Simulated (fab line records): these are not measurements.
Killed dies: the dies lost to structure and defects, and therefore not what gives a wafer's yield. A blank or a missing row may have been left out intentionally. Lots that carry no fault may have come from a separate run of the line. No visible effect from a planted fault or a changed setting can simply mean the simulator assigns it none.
Chamber matching -- flow sky130 -- SKY_POLY_GATE_ETCH_15 on rieDiel-03 has 4 sister chambers
The step etches BARC in N2/H2, stops on SiO2, time 118.5 s, target depth 110 nm. 16 wafers are shown with their chamber, then 8 later ones without.

== EACH WAFER AND ITS CHAMBER ==
wafer,chamber,drypumpMotorCurrentA (A),oesProductAu (a.u.),throttleValvePct (%)
L550.2,1,6.26,0.719,13.226
L550.3,3,5.92,0.712,13.213
L550.4,1,6.22,0.719,13.214
L551.2,1,6.27,0.711,13.212
L551.4,1,6.26,0.712,13.215
L551.5,3,5.93,0.716,13.206
L560.1,1,6.24,0.722,13.212
L560.3,2,5.95,0.724,13.198
L560.6,2,5.93,0.723,13.204
L566.1,2,5.90,0.719,13.212
L566.3,1,6.26,0.718,13.221
L566.6,1,6.25,0.721,13.206
L567.2,0,5.67,0.712,13.209
L567.3,3,5.89,0.721,13.205
L567.6,1,6.25,0.723,13.205
L568.1,3,5.94,0.712,13.218

SIGNATURES (means of the wafers above)
reading,chamber 0,chamber 1,chamber 2,chamber 3,scatter within a chamber
drypumpMotorCurrentA,5.6700,6.2512,5.9267,5.9200,0.019
oesProductAu,0.71200,0.71813,0.72200,0.71525,0.00414
throttleValvePct,13.20900,13.21387,13.20467,13.21050,0.00682
Rule: a wafer lies at a distance from a chamber equal to the root of the sum of squares, over the readings, of (its reading less the chamber's mean, divided by the reading's scatter). The wafer belongs to the nearest chamber; if the next one is less than 2 further off, it can't be placed. The scatter: the root of (the sum of the squares of (reading less its chamber's mean) over the shown wafers, divided by (wafers less chambers)).

== WAFERS MISSING THEIR CHAMBER ==
wafer,drypumpMotorCurrentA (A),oesProductAu (a.u.),throttleValvePct (%)
L568.4,6.28,0.715,13.209
L568.6,5.89,0.720,13.226
L569.2,5.93,0.711,13.211
L569.4,5.67,0.719,13.214
L569.5,5.91,0.714,13.219
L573.1,5.95,0.721,13.206
L573.4,6.25,0.710,13.215
L573.6,5.70,0.711,13.206

== CHAMBER TAKEN BY EACH ==
wafer,from the rows above,in truth
L568.4,1,1
L568.6,can't be placed: 3 or 2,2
L569.2,can't be placed: 3 or 2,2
L569.4,0,0
L569.5,can't be placed: 3 or 2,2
L573.1,can't be placed: 2 or 3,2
L573.4,1,1
L573.6,0,0
Correctly placed: 4 of 8. From these rows, 4 cannot be placed; in 4 the true chamber is one of the candidates. 0 placed wrongly.
